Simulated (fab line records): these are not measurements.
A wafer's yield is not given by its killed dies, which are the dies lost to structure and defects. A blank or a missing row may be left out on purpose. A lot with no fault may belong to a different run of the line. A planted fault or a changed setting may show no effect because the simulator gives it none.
Check of tool commonality :: flow sky130 :: 12 lots, 36 wafers sampled

## WHY THIS WAS OPENED
Of 12 lots, 2 have the reading VT_ADJUST_HVTP_TW flagged at SKY_VT_ADJUST_HVTP_TW_MEAS_11. Wafers without a fault read 1358, standard deviation 6.5.
Rule: a lot is flagged in two cases, either no wafer of it has a number, or all its wafers with numbers fall more than 4 standard deviations from that mean. The rest of the lots are taken to be sound.

lot: L498
measured: day 6 07:21
on: film-metro-01
VT_ADJUST_HVTP_TW, wafer by wafer: 1358 1352 1345
flag: 

lot: L497
measured: day 6 07:40
on: film-metro-02
VT_ADJUST_HVTP_TW, wafer by wafer: 1358 1355 1363
flag: 

lot: L501
measured: day 6 21:52
on: film-metro-01
VT_ADJUST_HVTP_TW, wafer by wafer: 1362 1352 1349
flag: 

lot: L502
measured: day 7 04:07
on: film-metro-01
VT_ADJUST_HVTP_TW, wafer by wafer: 1360 1361 1364
flag: 

lot: L504
measured: day 8 00:04
on: film-metro-01
VT_ADJUST_HVTP_TW, wafer by wafer: 1371 1366 1369
flag: 

lot: L505
measured: day 8 06:30
on: film-metro-01
VT_ADJUST_HVTP_TW, wafer by wafer: 1363 1375 1367
flag: 

lot: L507
measured: day 8 16:24
on: film-metro-04
VT_ADJUST_HVTP_TW, wafer by wafer: 1348 1356 1350
flag: 

lot: L508
measured: day 9 01:34
on: film-metro-02
VT_ADJUST_HVTP_TW, wafer by wafer: 1365 1357 1364
flag: 

lot: L509
measured: day 9 08:21
on: film-metro-04
VT_ADJUST_HVTP_TW, wafer by wafer: 1358 1358 1347
flag: 

lot: L510
measured: day 9 17:32
on: film-metro-04
VT_ADJUST_HVTP_TW, wafer by wafer: 1356 1358 1351
flag: 

lot: L517
measured: day 11 11:25
on: film-metro-02
VT_ADJUST_HVTP_TW, wafer by wafer: 986 980 984
flag: FLAGGED

lot: L518
measured: day 11 12:58
on: film-metro-04
VT_ADJUST_HVTP_TW, wafer by wafer: 973 977 969
flag: FLAGGED
The numbers of the flagged lots are 978 on average: -380 against the usual, or -58 standard deviations.

## TOOL THAT RAN EACH LOT
The record keeps 1 process step preceding the reading, out of 708 steps on the route. Read each cell as the tool, then ch plus the chambers that the sampled wafers visited, then the start.
lot: L498
flag: 
SKY_VT_ADJUST_HVTP_IMPLANT_09: implanter-02 ch 0, day 6 07:06

lot: L497
flag: 
SKY_VT_ADJUST_HVTP_IMPLANT_09: implanter-04 ch 0, day 6 07:24

lot: L501
flag: 
SKY_VT_ADJUST_HVTP_IMPLANT_09: implanter-01 ch 0, day 6 21:38

lot: L502
flag: 
SKY_VT_ADJUST_HVTP_IMPLANT_09: implanter-01 ch 0, day 7 03:53

lot: L504
flag: 
SKY_VT_ADJUST_HVTP_IMPLANT_09: implanter-02 ch 0, day 7 23:49

lot: L505
flag: 
SKY_VT_ADJUST_HVTP_IMPLANT_09: implanter-01 ch 0, day 8 06:15

lot: L507
flag: 
SKY_VT_ADJUST_HVTP_IMPLANT_09: implanter-04 ch 0, day 8 16:09

lot: L508
flag: 
SKY_VT_ADJUST_HVTP_IMPLANT_09: implanter-04 ch 0, day 9 01:19

lot: L509
flag: 
SKY_VT_ADJUST_HVTP_IMPLANT_09: implanter-02 ch 0, day 9 08:06

lot: L510
flag: 
SKY_VT_ADJUST_HVTP_IMPLANT_09: implanter-01 ch 0, day 9 17:17

lot: L517
flag: FLAGGED
SKY_VT_ADJUST_HVTP_IMPLANT_09: implanter-01 ch 0, day 11 11:10

lot: L518
flag: FLAGGED
SKY_VT_ADJUST_HVTP_IMPLANT_09: implanter-01 ch 0, day 11 12:44
What the steps here do:
- SKY_VT_ADJUST_HVTP_IMPLANT_09
- SKY_VT_ADJUST_HVTP_TW_MEAS_11

## FLAGGED OVER TOTAL, TOOL BY TOOL (the gauges that took the reading come last)
step: SKY_VT_ADJUST_HVTP_IMPLANT_09
tool: implanter-01
lots run: 6
flagged: 2
share of the flagged lots: all
sound lots run after its first flagged lot: 0

step: SKY_VT_ADJUST_HVTP_IMPLANT_09
tool: implanter-02
lots run: 3
flagged: 0
share of the flagged lots: none
sound lots run after its first flagged lot: -

step: SKY_VT_ADJUST_HVTP_IMPLANT_09
tool: implanter-04
lots run: 3
flagged: 0
share of the flagged lots: none
sound lots run after its first flagged lot: -

step: SKY_VT_ADJUST_HVTP_TW_MEAS_11
tool: film-metro-01
lots run: 5
flagged: 0
share of the flagged lots: none
sound lots run after its first flagged lot: -

step: SKY_VT_ADJUST_HVTP_TW_MEAS_11
tool: film-metro-02
lots run: 3
flagged: 1
share of the flagged lots: some
sound lots run after its first flagged lot: 0

step: SKY_VT_ADJUST_HVTP_TW_MEAS_11
tool: film-metro-04
lots run: 4
flagged: 1
share of the flagged lots: some
sound lots run after its first flagged lot: 0

## THE TABLE: WHAT IT ALLOWS
1 row of the table ran every flagged lot: implanter-01 at SKY_VT_ADJUST_HVTP_IMPLANT_09.
- implanter-01 at SKY_VT_ADJUST_HVTP_IMPLANT_09: 2 of its 6 lots flagged. It ran its last sound lot, L510, at day 9 17:17 and its first flagged lot, L517, at day 11 11:10: a fault with its onset between the two fits. Its own readings lie more than 4 standard deviations out on every wafer of the flagged lots: dose-ions-cm2, faraday-current-uA.
One tool is left: implanter-01 at SKY_VT_ADJUST_HVTP_IMPLANT_09.

## WHAT THE SIMULATOR PUT IN
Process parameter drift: implanter-01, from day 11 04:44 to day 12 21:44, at SKY_VT_ADJUST_HVTP_IMPLANT_09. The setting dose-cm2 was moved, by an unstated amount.
Shown lots that were struck: L517, L518. This agrees with what the rule above found.
